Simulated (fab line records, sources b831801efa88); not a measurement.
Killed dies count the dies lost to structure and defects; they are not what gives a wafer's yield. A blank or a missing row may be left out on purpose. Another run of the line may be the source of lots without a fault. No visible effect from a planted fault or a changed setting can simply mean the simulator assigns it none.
Struck lot and sound lot, side by side	flow sky130	44 out of 708 route steps
Sound: wafers L888.1, L888.3, L888.6. Struck: wafer L905.5. (L905.4 of the same lot was not struck and is left out.) The cause comes at the end.
Each step with rows lists, per side, the tool, then ch with its chambers, then its first start. Under that, the readings that differ: sound wafers	struck wafers	difference of the means	sigmas: that difference in standard deviations of wafers without a fault.
alike: same words and numbers on both sides, and readings whose means sit less than 2 such deviations apart. not compared: any withheld reading, any reading some wafer has no value for, any bound like >300 that may hide the same value, and any number with overlapping values for which the record gives no deviation.
A row with sigmas, a row that says differs or no value, or rows on one side alone: a step with any of these is where the two part. Numbers that don't overlap but have no deviation are shown without sigmas and don't part them. A reading that every wafer of one side lacks parts them only if that side has two wafers or more.

first, 4 steps without rows for these wafers: SKY_VIA2_CLEAN_18 (cleans in IPA, time 180 s); SKY_VIA2_CLEAN_19 (cleans in O3/DIW); SKY_VIA2_SPUTTER_20 (material TiN, target thk 20 nm, time 80 s); SKY_VIA2_CVD_21 (deposits W, target thk 420 nm, time 126.4 s).
SKY_VIA2_RS_MEAS_22: measurement is done with a four-point probe.
  sound: film metro-02 at day 37 11:16; struck: film metro-02 at day 42 09:54
  alike: VIA2_W_RS
SKY_VIA2_THK_MEAS_23: measures by xrf.
  sound: film metro-02 at day 37 11:23; struck: film metro-02 at day 42 09:59
  alike: VIA2_W_THK
SKY_VIA2_CMP_24: polishes, stops on SiO2, t overpolish 20 s, target thk 0 nm.
  sound on cmp-02 ch 0,2, day 37 11:29; struck on cmp-02 ch 3, day 42 10:07
  alike: motor current A, overpolish run s, time to endpoint s
then, 4 steps without rows for these wafers: SKY_METAL3_SPUTTER_00 (material Ti, target thk 15 nm, time 10 s); SKY_METAL3_SPUTTER_01 (material TiN, target thk 20 nm, time 16.7 s); SKY_METAL3_SPUTTER_02 (material AlCu, target thk 735 nm, time 39.1 s); SKY_METAL3_SPUTTER_03 (material Ti, target thk 5 nm, time 3.3 s).
SKY_METAL3_SPUTTER_04: material TiN, target thk 70 nm, time 58.3 s.
  sound: pvd sputter-03 at day 37 11:53; struck: pvd sputter-03 at day 42 10:26
  alike: throttle valve pct
SKY_CAPM_CVD_00: deposits SiO2, target thk 15.5 nm.
  sound on pecvd-01 ch 0,1, day 37 11:56; struck on pecvd-03 ch 2, day 42 10:29
reading	sound	struck	difference	sigmas
model.SiO2_of_CAPM_CVD_00.thk nm (nm)	15.15 15.11 15.35	21.43	+6.23	
  alike: heater power w
SKY_CAPM_THK_MEAS_01:
  sound: film metro-04 at day 37 11:58; struck: film metro-01 at day 42 10:32
reading	sound	struck	difference	sigmas
CAPM_CVD_00_THK (nm)	15.20 15.11 15.36	21.40	+6.18	+31
then, 1 step without rows for these wafers: SKY_CAPM_SPUTTER_02 (material TiN, target thk 200 nm, time 166.7 s).
SKY_CAPM_RS_MEAS_03: measurement is done with a four-point probe.
  sound: film metro-03 at day 37 12:08; struck: film metro-04 at day 42 10:44
  alike: CAPM_TIN_RS
SKY_CAPM_THK_MEAS_04: measures by xrf.
  sound: film metro-03 at day 37 12:15; struck: film metro-04 at day 42 10:49
  alike: CAPM_TIN_THK
then, 7 steps without rows for these wafers: SKY_CAPM_DEHYDRATE_05 (time 60 s); SKY_CAPM_HMDS_06 (prime time 60 s); SKY_CAPM_COAT_07 (resist thk 1140 nm); SKY_CAPM_SOFTBAKE_08 (time 60 s); SKY_CAPM_EXPOSE_09 (exposes mask CAPM, target cd 1000 nm); SKY_CAPM_PEB_10; SKY_CAPM_DEVELOP_11 (develop time 60 s).
SKY_CAPM_OVL_MEAS_12:
  sound: overlay-02 at day 38 13:34; struck: overlay-02 at day 43 09:17
  alike: CAPM_OVL
SKY_CAPM_METAL_ETCH_13: etches TiN in Cl2/BCl3, stops on SiO2, target depth 220 nm, time 62.9 s.
  sound on rie metal-04 ch 0, day 38 13:37; struck on rie metal-02 ch 1, day 43 09:20
reading	sound	struck	difference	sigmas
throttle valve pct (%)	21.891 21.890 21.906	21.915	+0.019	+2
  alike: drypump motor current A, oes product au
  not compared: rf hours counter h
then, 12 steps without rows for these wafers: SKY_CAPM_STRIP_14 (strips in O2/N2); SKY_CAPM_STRIP_15 (strips in post etch residue remover, time 1200 s); SKY_CAPM_CLEAN_16 (cleans in IPA, time 180 s); SKY_CAPM_CLEAN_17 (cleans in O3/DIW); SKY_METAL3_DEHYDRATE_05 (time 60 s); SKY_METAL3_HMDS_06 (prime time 60 s); SKY_METAL3_COAT_07 (resist thk 60 nm); SKY_METAL3_COAT_08 (resist thk 1140 nm); SKY_METAL3_SOFTBAKE_09 (time 90 s); SKY_METAL3_EXPOSE_10 (exposes mask MM3, target cd 300 nm); SKY_METAL3_PEB_11; SKY_METAL3_DEVELOP_12 (develop time 60 s).
SKY_METAL3_CD_MEAS_13: the cd target is 300 nm.
  sound: cd sem-02 at day 39 15:37; struck: cd sem-01 at day 44 08:58
  alike: cd nm
SKY_METAL3_OVL_MEAS_14:
  sound: overlay-01 at day 39 15:44; struck: overlay-02 at day 44 09:02
  alike: METAL3_OVL
SKY_METAL3_DESCUM_15: chemistry O2, time 8 s.
  sound on rie metal-03 ch 1, day 39 15:46; struck on rie metal-02 ch 1, day 44 09:04
reading	sound	struck	difference	sigmas
drypump motor current A (A)	4.7 4.7 4.7	6.4	+1.7	+3
  alike: oes product au
  not compared: rf hours counter h
SKY_METAL3_ETCH_16: etches BARC in N2/H2, stops on SiO2, time 88.2 s, target depth 60 nm.
  sound on rie metal-03 ch 1, day 39 15:50; struck on rie metal-02 ch 1, day 44 09:07
reading	sound	struck	difference	sigmas
drypump motor current A (A)	4.7 4.7 4.7	6.4	+1.7	+3
  alike: oes product au, throttle valve pct
  not compared: rf hours counter h
SKY_METAL3_ETCH_17: etches SiO2 in C4F8/O2/Ar, stops on TiN, time 3.9 s, target depth 15 nm.
  sound on rie diel-02 ch 1,2, day 39 16:02; struck on rie diel-03 ch 2, day 44 09:11
reading	sound	struck	difference	sigmas
oes product au (a.u.)	0.747 0.744 0.745	0.905	+0.160	+25
model.etch.depth nm (nm)	15.15 15.11 15.35	21.43	+6.23	
-- the record jumps here: 6 days lie between the struck wafers' starts before and after (it left off in module METAL3 and takes up again in module PAD_OPEN, whose first step shown is number 708 of the route) --
SKY_PAD_OPEN_PROBE_99:
  sound: prober-01 at day 46 17:04; struck: prober-01 at day 50 12:26
reading	sound	struck	difference	sigmas
model.etest.tester.sort n pass	413 405 420	49	-364	
model.etest.tester.sort_bin_5_pct (%)	10.77 11.18 8.537	83.13	+72.97	
model.etest.tester.sort yield pct (%)	83.94 82.32 85.37	9.959	-73.918	
model.etest.cap mim.bv v (V)	13.83 13.41 13.96	19.88	+6.15	
model.etest.cap mim.leak log10 a cm2	-8.906 -9.002 -8.977	-10.07	-1.11	
model.etest.cap mim.c ff um2	2.376 2.399 2.363	1.694	-0.685	
model.etest.tester.sort_bin_8_pct (%)	0 0 0	2.442e-06	+2.442e-06	
  alike: defect limited yield, killed_at_M0_to_M3, killed_at_M4_up, killed at contacts, killed at front end, killed at other, killed dies, killed open, killed short

## WHERE THEY PART
Earliest at SKY_CAPM_THK_MEAS_01; latest, in this record, at SKY_METAL3_ETCH_17. Later steps at which nothing parts them and some readings are alike: SKY_PAD_OPEN_PROBE_99.

WHY: the cause the simulator had injected
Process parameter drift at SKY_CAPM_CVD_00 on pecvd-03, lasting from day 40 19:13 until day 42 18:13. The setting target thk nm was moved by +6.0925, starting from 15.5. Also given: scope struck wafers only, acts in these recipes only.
